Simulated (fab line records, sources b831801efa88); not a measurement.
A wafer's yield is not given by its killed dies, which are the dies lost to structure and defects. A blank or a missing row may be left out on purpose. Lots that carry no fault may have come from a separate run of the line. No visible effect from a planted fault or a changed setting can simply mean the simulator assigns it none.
Comparing a struck lot with a sound one | flow sky130 | 43 steps out of a route of 708
Sound: the wafers L269.3, L269.5, L269.6. Struck: wafer L276.3 (left out: L276.4, L276.5 of the same lot, which were not struck); the cause appears at the end.
At each step with rows: each side's tool, then ch and its chambers, then its first start. Under that, the readings that differ: sound wafers | struck wafers | difference of the means | sigmas: that difference in standard deviations of wafers without a fault.
alike: readings whose means differ by less than 2 such deviations, and words and numbers that are the same on both sides. not compared: withheld readings, readings that some wafer has no value for, bounds like >300 that may hide the same value, and numbers for which the record gives no deviation and whose values overlap.
Wherever a step has rows on one side only, a row that says differs or no value, or a row with sigmas, the two part there. Numbers that don't overlap but have no deviation are shown without sigmas and don't part them. Lack of a reading on every wafer of one side parts them only where that side has two or more wafers.

first, 1 step without rows for these wafers: SKY_VIA4_HDPCVD_00 (deposits SiO2, target thk 1750 nm, time 281.4 s).
SKY_VIA4_THK_MEAS_01:
  struck on filmMetro-03, day 45 05:19; sound on filmMetro-03, day 43 12:19
  alike: VIA4_HDPCVD_THK
then, 1 step without rows for these wafers: SKY_VIA4_CMP_02 (polishes SiO2).
SKY_VIA4_BOW_MEAS_03:
  struck on filmMetro-02, day 45 05:41; sound on filmMetro-03, day 43 12:41
  alike: VIA4_BOW
then, 7 steps without rows for these wafers: SKY_VIA4_DEHYDRATE_04 (time 60 s); SKY_VIA4_HMDS_05 (prime time 60 s); SKY_VIA4_COAT_06 (resist thk 1140 nm); SKY_VIA4_SOFTBAKE_07 (time 60 s); SKY_VIA4_EXPOSE_08 (exposes mask VIM4, target cd 800 nm); SKY_VIA4_PEB_09; SKY_VIA4_DEVELOP_10 (develop time 60 s).
SKY_VIA4_OVL_MEAS_11:
  struck on overlay-02, day 46 02:18; sound on overlay-01, day 44 10:42
  alike: VIA4_OVL
SKY_VIA4_ETCH_12: etches SiO2 in C4F8/O2/Ar, stops on TiN, target depth 580 nm.
  sound on rieDiel-03 ch 2,3, day 44 10:43; struck on rieDiel-03 ch 0, day 46 02:19
  alike: oesProductAu
then, 6 steps without rows for these wafers: SKY_VIA4_STRIP_13 (strips in O2/N2); SKY_VIA4_STRIP_14 (strips in post etch residue remover, time 1200 s); SKY_VIA4_CLEAN_15 (cleans in IPA, time 180 s); SKY_VIA4_CLEAN_16 (cleans in O3/DIW); SKY_VIA4_SPUTTER_17 (material TiN, target thk 20 nm, time 80 s); SKY_VIA4_CVD_18 (deposits W, target thk 505 nm, time 152.14 s).
SKY_VIA4_RS_MEAS_19: uses a four-point probe to measure.
  struck on filmMetro-02, day 46 03:14; sound on filmMetro-02, day 44 11:38
  alike: VIA4_W_RS
SKY_VIA4_THK_MEAS_20: measures by xrf.
  struck on filmMetro-02, day 46 03:20; sound on filmMetro-02, day 44 11:44
  alike: VIA4_W_THK
then, 4 steps without rows for these wafers: SKY_VIA4_CMP_21 (polishes, stops on SiO2, t overpolish 25 s, target thk 0 nm); SKY_METAL5_SPUTTER_00 (material Ti, target thk 15 nm, time 10 s); SKY_METAL5_SPUTTER_01 (material TiN, target thk 20 nm, time 16.7 s); SKY_METAL5_SPUTTER_02 (material AlCu, target thk 1150 nm, time 61.2 s).
SKY_METAL5_SPUTTER_03: material Ti, target thk 5 nm, time 3.3 s.
  struck on pvdSputter-04, day 46 03:47; sound on pvdSputter-03, day 44 12:11
  alike: chamberPressurePa, throttleValvePct
SKY_METAL5_SPUTTER_04: material TiN, target thk 70 nm, time 58.3 s.
  struck on pvdSputter-04, day 46 03:48; sound on pvdSputter-03, day 44 12:12
  alike: chamberPressurePa, throttleValvePct
SKY_METAL5_RS_MEAS_05: uses a four-point probe to measure.
  struck on filmMetro-03, day 46 03:53; sound on filmMetro-02, day 44 12:17
  alike: METAL5_ALCU_RS
SKY_METAL5_THK_MEAS_06: measures by xrf.
  struck on filmMetro-03, day 46 03:59; sound on filmMetro-02, day 44 12:23
  alike: METAL5_ALCU_THK
then, 7 steps without rows for these wafers: SKY_METAL5_DEHYDRATE_07 (time 60 s); SKY_METAL5_HMDS_08 (prime time 60 s); SKY_METAL5_COAT_09 (resist thk 1800 nm); SKY_METAL5_SOFTBAKE_10 (time 60 s); SKY_METAL5_EXPOSE_11 (exposes mask MM5, target cd 1600 nm); SKY_METAL5_PEB_12; SKY_METAL5_DEVELOP_13 (develop time 60 s).
SKY_METAL5_DESCUM_14: chemistry O2, time 11 s.
  sound on rieMetal-02 ch 0,1, day 45 09:39; struck on rieMetal-04 ch 1, day 46 23:13
  alike: drypumpMotorCurrentA, oesProductAu
  not compared: rfHoursCounterH
SKY_METAL5_METAL_ETCH_15: etches the open film in Cl2/BCl3, stops on SiO2, target depth 1260 nm, time 252 s.
  sound on rieMetal-02 ch 0,1, day 45 09:45; struck on rieMetal-04 ch 1, day 46 23:25
  alike: drypumpMotorCurrentA, oesProductAu, throttleValvePct
  not compared: rfHoursCounterH
SKY_METAL5_STRIP_16: strips in O2/N2.
  sound on plasmaAsher-02 ch 0,1, day 45 09:56; struck on plasmaAsher-03 ch 1, day 46 23:46
reading           | sound          | struck | difference | sigmas
o2FlowSccm (sccm) | 2993 2991 3000 | 3016   | +21        | +2
  alike: drypumpMotorCurrentA, oesProductAu, stripTimeToEndpointS
  not compared: rfHoursCounterH
then, 3 steps without rows for these wafers: SKY_METAL5_STRIP_17 (strips in post etch residue remover, time 1200 s); SKY_METAL5_CLEAN_18 (cleans in IPA, time 180 s); SKY_METAL5_CLEAN_19 (cleans in O3/DIW).
SKY_PAD_OPEN_PROBE_99:
  struck on prober-01, day 48 17:44; sound on prober-02, day 47 05:01
reading          | sound    | struck | difference | sigmas
killed_at_M4_up  | 6 2 2    | 17     | +14        | +8
killedAtContacts | 17 22 26 | 32     | +10        | +2
killedAtFrontEnd | 19 15 19 | 4      | -14        | -3
  alike: defectLimitedYield, killed_at_M0_to_M3, killedAtOther, killedDies, killedOpen, killedShort, sort_bin_3_pad_short, sort_bin_5_function, sort_bin_6_memory, sortNPass, sortYieldPct

## WHERE THEY PART
At SKY_METAL5_STRIP_16 first; at SKY_PAD_OPEN_PROBE_99 last (within this record only).

WHY: whatever the simulator had introduced
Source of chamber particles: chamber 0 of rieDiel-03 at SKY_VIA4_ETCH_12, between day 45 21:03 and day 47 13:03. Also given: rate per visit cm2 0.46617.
